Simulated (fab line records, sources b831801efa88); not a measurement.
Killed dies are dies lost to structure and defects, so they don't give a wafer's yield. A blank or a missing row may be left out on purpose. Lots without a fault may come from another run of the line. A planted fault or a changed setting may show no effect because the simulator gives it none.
fab line records | flow gf180mcu
record lots=5 wafers=15 last_day=34
route steps=602 shown V1@345 M2@362
lots that met no fault: from a run of the same line without faults
start_h: hours from the record's first day to the start of the lot's first wafer shown | wait_h: hours since the lot's step before | " the same as in the row above | L1.1+2: a row that stands for several wafers | - no value, or no start given | * or withheld: withheld | < > ~ a bound
route shown NAME@n: a module of which the file shows steps, and the number in the route of the first | usual: mean/standard deviation of fault-free wafers | same: alike in all rows | chamber/n: place in a boat | sites: the reading at each site | _std_site: their standard deviation | _edge_site: outer sites' mean less inner sites' | radius_mm: how far each site lies from the wafer's centre | mask NAME#n: copy n | behind: the tool/chamber that last shaped the wafer | hold: why the lot was held/for how many hours/how that ended | device: the transistor (n, p or np) that didn't switch | end of line: the same wafers' tests at the end of the route | a step without rows: its recipe alone | killed: dies lost to structure and defects at the first sort, not the wafer's yield | map: a wafer's dies, x killed, . not, _ none there
set.NAME: the setting as run; set.NAME@STEP: as run at that earlier step | model.NAME: the simulator's own value behind a step, which no gauge read
lots at some steps of the route; a table a step, a row a wafer
services: from which hour (start_h, from the record's first day; less than 0 if before it) a tool's chamber was out of use, for how many hours, and why
## steps
# step GF_V1_SOFTBAKE_10
# recipe temp_c=130 time_s=60 resist=KrF
# step GF_V1_EXPOSE_11
# recipe mask_id=Via1 target_cd_nm=260 na=0.68 source_shape=conventional sigma_outer=0.6 dose_mj=38
# step GF_V1_PEB_12
# recipe peb_temp_c=135 peb_time_s=90 resist=KrF
# step GF_V1_DEVELOP_13
# recipe develop_time_s=60 resist=KrF dev_temp_c=21
# step GF_V1_CD_MEAS_14
# recipe target_cd_nm=260
# usual cd_nm=260.5/1.4
# columns lot.wafer tool chamber start_h wait_h cd_nm
L452.1 cd_sem-02 - 459.64 0.1 260.8
L452.4 " - " " 261.0
L452.6 " - " " 262.5
L453.2 cd_sem-01 - 468.97 0.1 262.2
L453.3 " - " " 261.1
L453.4 " - " " 261.5
L459.1 cd_sem-01 - 520.51 0.1 262.3
L459.4 " - " " 263.1
L459.5 " - " " 263.5
L469.1 cd_sem-02 - 594.74 0.1 261.0
L469.3 " - " " 260.1
L469.6 " - " " 260.0
L470.2 cd_sem-02 - 606.38 0.1 259.6
L470.4 " - " " 259.2
L470.6 " - " " 259.2
# step GF_V1_OVL_MEAS_15
# usual V1_OVL=-2/5.5
# columns lot.wafer tool chamber start_h wait_h V1_OVL[nm]
L452.1 overlay-01 - 459.76 0.1 1
L452.4 " - " " 3
L452.6 " - " " 0
L453.2 overlay-01 - 469.07 0.1 7
L453.3 " - " " -5
L453.4 " - " " 9
L459.1 overlay-01 - 520.63 0.1 -2
L459.4 " - " " -6
L459.5 " - " " 1
L469.1 overlay-01 - 594.86 0.1 -11
L469.3 " - " " -11
L469.6 " - " " -10
L470.2 overlay-01 - 606.48 0.1 1
L470.4 " - " " -1
L470.6 " - " " 2
# step GF_V1_ETCH_16
# recipe chemistry=N2/H2 target_depth_a=withheld overetch_a=withheld time_s=withheld target=BARC ion_energy_ev=200 source_w=500 bias_w=100 pressure_mtorr=30 n2_flow_sccm=100 h2_flow_sccm=200
# step GF_V1_ETCH_17
# recipe chemistry=C4F8/O2/Ar mask_material=KrF target=SiO2 stop_on=TiN source_w=1500 bias_w=1200 pressure_mtorr=40 c4f8_flow_sccm=withheld O2_flow_sccm=6 Ar_flow_sccm=300 time_s=withheld target_depth_a=6300
# usual oes_product_au=0.857/0.0044
# columns lot.wafer tool chamber start_h wait_h oes_product_au
L452.1 rie_diel-03 3 - - 0.854
L452.4 " 1 " " 0.860
L452.6 " 0 " " 0.866
L453.2 rie_diel-02 0 - - 0.858
L453.3 " 2 " " 0.862
L453.4 " 3 " " 0.854
L459.1 rie_diel-02 0 - - 0.862
L459.4 " 3 " " 0.854
L459.5 " 2 " " 0.858
L469.1 rie_diel-02 3 - - 0.859
L469.3 " 0 " " 0.864
L469.6 " 2 " " 0.860
L470.2 rie_diel-04 0 - - 0.853
L470.4 " 1 " " 0.859
L470.6 " 0 " " 0.851
# step GF_V1_STRIP_18
# recipe chemistry=O2/N2 power_w=1400 pressure_mtorr=1500 platen_temp_c=250 o2_flow_sccm=3000 n2_flow_sccm=300 overash_fraction=0.5
# usual drypump_motor_current_A=5.8/0.35 heater_power_w=341/43 oes_product_au=0.594/0.0048
# columns lot.wafer tool chamber start_h wait_h drypump_motor_current_A heater_power_w oes_product_au rf_hours_counter_h
L452.1 plasma_asher-02 1 459.93 - 5.9 349 0.595 83
L452.4 " 0 " " 6.0 281 0.588 -
L452.6 " 1 " " 5.9 352 0.601 -
L453.2 plasma_asher-01 1 469.23 - 5.7 318 0.596 69
L453.3 " 0 " " 5.5 372 0.595 -
L453.4 " 1 " " 5.7 302 0.593 -
L459.1 plasma_asher-03 1 520.79 - 6.3 414 0.596 44
L459.4 " 0 " " 5.3 338 0.598 -
L459.5 " 0 " " 5.3 330 0.592 -
L469.1 plasma_asher-02 0 595.03 - 6.0 287 0.590 94
L469.3 " 0 " " 6.0 283 0.597 -
L469.6 " 0 " " 6.0 285 0.592 -
L470.2 plasma_asher-03 0 606.64 - 5.3 333 0.597 52
L470.4 " 1 " " 6.3 409 0.600 -
L470.6 " 1 " " 6.3 410 0.601 -
# step GF_V1_STRIP_19
# recipe chemistry=post_etch_residue_remover time_s=1200 temp_c=72.5
# step GF_V1_CLEAN_20
# recipe chemistry=DIW dry=n2_spin
# step GF_V1_SPUTTER_21
# recipe material=Ti target_thk_nm=15 chamber_pressure_pa=5 power_w=2500 substrate_temp_c=200 time_s=80.02
# step GF_V1_SPUTTER_22
# recipe material=TiN target_thk_nm=10 chamber_pressure_pa=5 power_w=4000 time_s=40
# usual throttle_valve_pct=30.2/0.97
# columns lot.wafer tool chamber start_h wait_h throttle_valve_pct model.TiN_of_V1_SPUTTER_22.thk_nm
L452.1 pvd_sputter-02 - 460.52 0.0 30.9 9.813
L452.4 " - " " 29.9 9.93
L452.6 " - " " 29.5 9.93
L453.2 pvd_sputter-03 - 469.83 0.0 27.9 9.815
L453.3 " - " " 28.6 10.01
L453.4 " - " " 30.5 9.773
L459.1 pvd_sputter-02 - 521.39 0.0 31.2 16.76
L459.4 " - " " 29.5 9.964
L459.5 " - " " 30.5 16.67
L469.1 pvd_sputter-04 - 595.62 0.0 31.0 10.06
L469.3 " - " " 31.1 10.17
L469.6 " - " " 30.7 9.96
L470.2 pvd_sputter-02 - 607.25 0.0 30.8 9.835
L470.4 " - " " 31.0 9.973
L470.6 " - " " 29.4 9.8
# step GF_V1_CVD_23
# recipe material=W target_thk_nm=350 time_s=105.05 temp_c=400 pressure_torr=40
# usual heater_power_w=906/90
# columns lot.wafer tool chamber start_h wait_h heater_power_w
L452.1 cvd_w-02 1 460.56 0.0 853
L452.4 " 1 " " 854
L452.6 " 0 " " 1041
L453.2 cvd_w-01 1 469.87 0.0 923
L453.3 " 1 " " 928
L453.4 " 0 " " 812
L459.1 cvd_w-02 1 521.43 0.0 880
L459.4 " 1 " " 864
L459.5 " 0 " " 1038
L469.1 cvd_w-02 0 595.66 0.0 1071
L469.3 " 0 " " 1056
L469.6 " 0 " " 1036
L470.2 cvd_w-01 0 607.28 0.0 809
L470.4 " 0 " " 833
L470.6 " 1 " " 965
# step GF_V1_RS_MEAS_24
# recipe thk_meas_gauge=four-point-probe reads=W_of_V1_CVD_23+TiN_of_V1_SPUTTER_22+Ti_of_V1_SPUTTER_21
# usual V1_W_RS=0.323/0.004
# columns lot.wafer tool chamber start_h wait_h V1_W_RS[ohm/sq]
L452.1 film_metro-02 - 460.67 0.1 0.313
L452.4 " - " " 0.318
L452.6 " - " " 0.323
L453.2 film_metro-04 - 470.00 0.1 0.322
L453.3 " - " " 0.327
L453.4 " - " " 0.332
L459.1 film_metro-04 - 521.54 0.1 0.317
L459.4 " - " " 0.318
L459.5 " - " " 0.319
L469.1 film_metro-03 - 595.77 0.1 0.330
L469.3 " - " " 0.331
L469.6 " - " " 0.330
L470.2 film_metro-04 - 607.42 0.1 0.328
L470.4 " - " " 0.326
L470.6 " - " " 0.322
# step GF_V1_THK_MEAS_25
# recipe thk_meas_gauge=xrf reads=W_of_V1_CVD_23
# usual V1_W_THK=349/5.7
# columns lot.wafer tool chamber start_h wait_h V1_W_THK[nm]
L452.1 film_metro-02 - 460.79 0.1 357
L452.4 " - " " 351
L452.6 " - " " 345
L453.2 film_metro-04 - 470.11 0.1 353
L453.3 " - " " 350
L453.4 " - " " 344
L459.1 film_metro-04 - 521.66 0.1 359
L459.4 " - " " 357
L459.5 " - " " 356
L469.1 film_metro-03 - 595.89 0.1 336
L469.3 " - " " 336
L469.6 " - " " 334
L470.2 film_metro-04 - 607.53 0.1 349
L470.4 " - " " 351
L470.6 " - " " 354
# step GF_V1_CMP_26
# recipe stop_on=SiO2 down_force_psi=3.5 platen_rpm=60 t_overpolish_s=15 target_thk_nm=0 pad_velocity_m_s=0.94248
# step GF_M2_SPUTTER_00
# recipe material=Ti target_thk_nm=37.5 arriving_ion_energy_ev=80 substrate_temp_c=200 chamber_pressure_pa=2 power_w=4000 time_s=150
# usual throttle_valve_pct=30.3/0.79
# columns lot.wafer tool chamber start_h wait_h throttle_valve_pct
L452.1 pvd_sputter-01 - 461.15 0.1 30.3
L452.4 " - " " 28.7
L452.6 " - " " 28.7
L453.2 pvd_sputter-01 - 470.46 0.2 30.7
L453.3 " - " " 28.9
L453.4 " - " " 30.3
L459.1 pvd_sputter-04 - 522.02 0.1 30.6
L459.4 " - " " 29.8
L459.5 " - " " 30.8
L469.1 pvd_sputter-02 - 596.25 0.2 30.7
L469.3 " - " " 29.8
L469.6 " - " " 30.6
L470.2 pvd_sputter-04 - 607.88 0.2 30.7
L470.4 " - " " 29.9
L470.6 " - " " 30.9
# step GF_M2_SPUTTER_01
# recipe material=TiN target_thk_nm=30 power_w=6500 time_s=25 chamber_pressure_pa=0.4
# usual throttle_valve_pct=30.3/0.79
# columns lot.wafer tool chamber start_h wait_h throttle_valve_pct
L452.1 pvd_sputter-01 - 461.25 0.1 30.5
L452.4 " - " " 29.1
L452.6 " - " " 29.0
L453.2 pvd_sputter-01 - 470.56 0.1 30.7
L453.3 " - " " 28.9
L453.4 " - " " 30.7
L459.1 pvd_sputter-04 - 522.12 0.1 30.5
L459.4 " - " " 30.0
L459.5 " - " " 30.8
L469.1 pvd_sputter-02 - 596.35 0.1 30.9
L469.3 " - " " 29.8
L469.6 " - " " 30.6
L470.2 pvd_sputter-04 - 607.98 0.1 30.6
L470.4 " - " " 30.1
L470.6 " - " " 30.8
# step GF_M2_SPUTTER_02
# recipe material=AlCu target_thk_nm=450 power_w=10600 time_s=23.9 chamber_pressure_pa=0.4
# step GF_M2_SPUTTER_03
# recipe material=Ti target_thk_nm=10 substrate_temp_c=300 chamber_pressure_pa=0.3 power_w=3000 time_s=6.7
# step GF_M2_SPUTTER_04
# recipe material=TiN target_thk_nm=50 power_w=6500 time_s=41.7 chamber_pressure_pa=0.4
# step GF_M2_RS_MEAS_05
# recipe thk_meas_gauge=four-point-probe reads=TiN_of_M2_SPUTTER_04+Ti_of_M2_SPUTTER_03+AlCu_of_M2_SPUTTER_02+TiN_of_M2_SPUTTER_01+Ti_of_M2_SPUTTER_00
# usual M2_ALCU_RS=0.0698/0.00074
# columns lot.wafer tool chamber start_h wait_h M2_ALCU_RS[ohm/sq]
L452.1 film_metro-02 - 461.40 0.0 0.0703
L452.4 " - " " 0.0705
L452.6 " - " " 0.0701
L453.2 film_metro-01 - 470.70 0.0 0.0700
L453.3 " - " " 0.0712
L453.4 " - " " 0.0713
L459.1 film_metro-01 - 522.24 0.0 0.0696
L459.4 " - " " 0.0694
L459.5 " - " " 0.0684
L469.1 film_metro-01 - 596.47 0.0 0.0702
L469.3 " - " " 0.0694
L469.6 " - " " 0.0703
L470.2 film_metro-03 - 608.12 0.0 0.0701
L470.4 " - " " 0.0689
L470.6 " - " " 0.0697
# step GF_M2_THK_MEAS_06
# recipe thk_meas_gauge=xrf reads=AlCu_of_M2_SPUTTER_02
# usual M2_ALCU_THK=442/5.1
# columns lot.wafer tool chamber start_h wait_h M2_ALCU_THK[nm]
L452.1 film_metro-02 - 461.52 0.1 437
L452.4 " - " " 438
L452.6 " - " " 440
L453.2 film_metro-01 - 470.81 0.1 440
L453.3 " - " " 433
L453.4 " - " " 428
L459.1 film_metro-01 - 522.36 0.1 445
L459.4 " - " " 445
L459.5 " - " " 453
L469.1 film_metro-01 - 596.59 0.1 444
L469.3 " - " " 444
L469.6 " - " " 440
L470.2 film_metro-03 - 608.23 0.1 437
L470.4 " - " " 445
L470.6 " - " " 443
# step GF_M2_DEHYDRATE_07
# recipe temp_c=200 time_s=60
# step GF_M2_HMDS_08
# recipe prime_time_s=60 prime_temp_c=120
# step GF_M2_COAT_09
# recipe resist=KrF spin_rpm=withheld resist_thk_nm=1000
# step GF_M2_SOFTBAKE_10
# recipe temp_c=130 time_s=60 resist=KrF
# step GF_M2_EXPOSE_11
# recipe mask_id=Metal2 target_cd_nm=280 na=0.68 source_shape=conventional sigma_outer=0.6 dose_mj=28
# step GF_M2_PEB_12
# recipe peb_temp_c=135 peb_time_s=90 resist=KrF
# step GF_M2_DEVELOP_13
# recipe develop_time_s=60 dev_temp_c=21
# step GF_M2_CD_MEAS_14
# recipe target_cd_nm=280
# usual cd_nm=280.0/1.2
# columns lot.wafer tool chamber start_h wait_h cd_nm
L452.1 cd_sem-01 - 484.66 0.1 280.7
L452.4 " - " " 281.2
L452.6 " - " " 281.2
L453.2 cd_sem-02 - 494.46 0.1 282.4
L453.3 " - " " 280.9
L453.4 " - " " 281.7
L459.1 cd_sem-02 - 544.79 0.1 281.4
L459.4 " - " " 279.7
L459.5 " - " " 280.5
L469.1 cd_sem-02 - 617.71 0.1 280.5
L469.3 " - " " 279.7
L469.6 " - " " 279.5
L470.2 cd_sem-02 - 628.56 0.1 281.0
L470.4 " - " " 280.6
L470.6 " - " " 281.8
# step GF_M2_OVL_MEAS_15
# usual M2_OVL=-4/5.1
# columns lot.wafer tool chamber start_h wait_h M2_OVL[nm]
L452.1 overlay-01 - 484.78 0.1 -3
L452.4 " - " " -8
L452.6 " - " " -7
L453.2 overlay-01 - 494.57 0.1 -7
L453.3 " - " " -5
L453.4 " - " " -8
L459.1 overlay-02 - 544.91 0.1 -9
L459.4 " - " " -2
L459.5 " - " " -11
L469.1 overlay-02 - 617.83 0.1 -1
L469.3 " - " " 0
L469.6 " - " " 2
L470.2 overlay-01 - 628.67 0.1 0
L470.4 " - " " -1
L470.6 " - " " -1
# step GF_M2_METAL_ETCH_16
# recipe chemistry=Cl2/BCl3 mask_material=KrF target_depth_nm=627.5 stop_on=SiO2 pressure_mtorr=8 icp_w=800 bias_w=140 Cl2_flow_sccm=80 bcl3_flow_sccm=40 time_s=104.6
# usual drypump_motor_current_A=5.74/0.26 oes_product_au=0.971/0.0064 throttle_valve_pct=28.251/0.0096
# columns lot.wafer tool chamber start_h wait_h drypump_motor_current_A oes_product_au rf_hours_counter_h throttle_valve_pct model.etch.depth_nm model.M2.feature_depth_nm
L452.1 rie_metal-03 0 484.82 0.0 5.59 0.968 10 28.246 596.9 596.9
L452.4 " 0 " " 5.59 0.972 - 28.263 597.2 597.2
L452.6 " 1 " " 5.91 0.968 - 28.256 598.8 598.8
L453.2 rie_metal-01 0 494.60 0.0 5.21 0.973 6 28.244 598 598
L453.3 " 1 " " 5.54 0.970 - 28.271 591.6 591.6
L453.4 " 0 " " 5.21 0.957 - 28.255 591.6 591.6
L459.1 rie_metal-03 1 544.95 0.0 5.92 0.977 3 28.247 609.2 609.2
L459.4 " 0 " " 5.61 0.977 - 28.227 602.8 602.8
L459.5 " 1 " " 5.89 0.984 - 28.241 617.4 617.4
L469.1 rie_metal-03 1 617.86 0.0 5.89 0.965 4 28.252 598.5 598.5
L469.3 " 0 " " 5.58 0.970 - 28.247 603.6 603.6
L469.6 " 0 " " 5.59 0.967 - 28.247 597.2 597.2
L470.2 rie_metal-01 1 628.70 0.0 5.54 0.967 1 28.260 598 598
L470.4 " 0 " " 5.19 0.977 - 28.263 604.7 604.7
L470.6 " 1 " " 5.53 0.976 - 28.252 600.8 600.8
# step GF_M2_STRIP_17
# recipe chemistry=O2/N2 power_w=1400 pressure_mtorr=1500 platen_temp_c=250 o2_flow_sccm=3000 n2_flow_sccm=300 overash_fraction=0.5
## services
# columns tool chamber start_h hours kind
plasma_asher-02 - 455.14 2.8 pm
pvd_sputter-02 - 466.69 7.4 repair
rie_diel-04 0 467.87 8.5 repair
rie_diel-03 - 472.31 0.8 repair
rie_metal-03 - 479.00 1.0 repair
plasma_asher-02 - 484.79 15.6 pm
cvd_w-01 - 490.49 1.4 repair
rie_diel-03 - 496.23 4.5 repair
rie_diel-03 - 501.61 0.5 repair
plasma_asher-03 - 521.65 10.7 repair
cvd_w-02 - 527.45 1.4 repair
plasma_asher-02 - 527.84 0.5 repair
rie_diel-02 - 531.02 28.1 pm
plasma_asher-02 - 558.71 14.6 pm
plasma_asher-03 - 558.90 1.9 repair
cvd_w-02 - 561.45 28.1 pm
rie_diel-02 1 563.09 4.5 repair
pvd_sputter-01 - 579.50 1.1 repair
plasma_asher-03 - 579.69 0.8 repair
rie_diel-02 3 584.20 4.9 repair
rie_diel-02 - 595.03 2.8 pm
cvd_w-01 - 603.18 1.1 repair
cvd_w-02 - 610.65 0.8 repair
rie_diel-02 2 622.58 6.0 repair
## key
first_sign none at tools or gauges
model_effect step=GF_V1_SPUTTER_22 value=TiN_of_V1_SPUTTER_22.thk_nm without=9.848 struck=16.72
model_effect step=GF_M2_METAL_ETCH_16 value=etch.depth_nm without=606.4 struck=613.3
met_at GF_V1_SPUTTER_22
struck_wafers L459.1,L459.5
onset_between 460.52 521.39
fault kind=process_parameter_drift tool=pvd_sputter-02 chamber=- onset_h=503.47 steps=GF_V1_SPUTTER_22 channel=target_thk_nm offset=6.8695 shape=step end_h=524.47 scope=struck_wafers_only acts_in=these_recipes_only stated=10
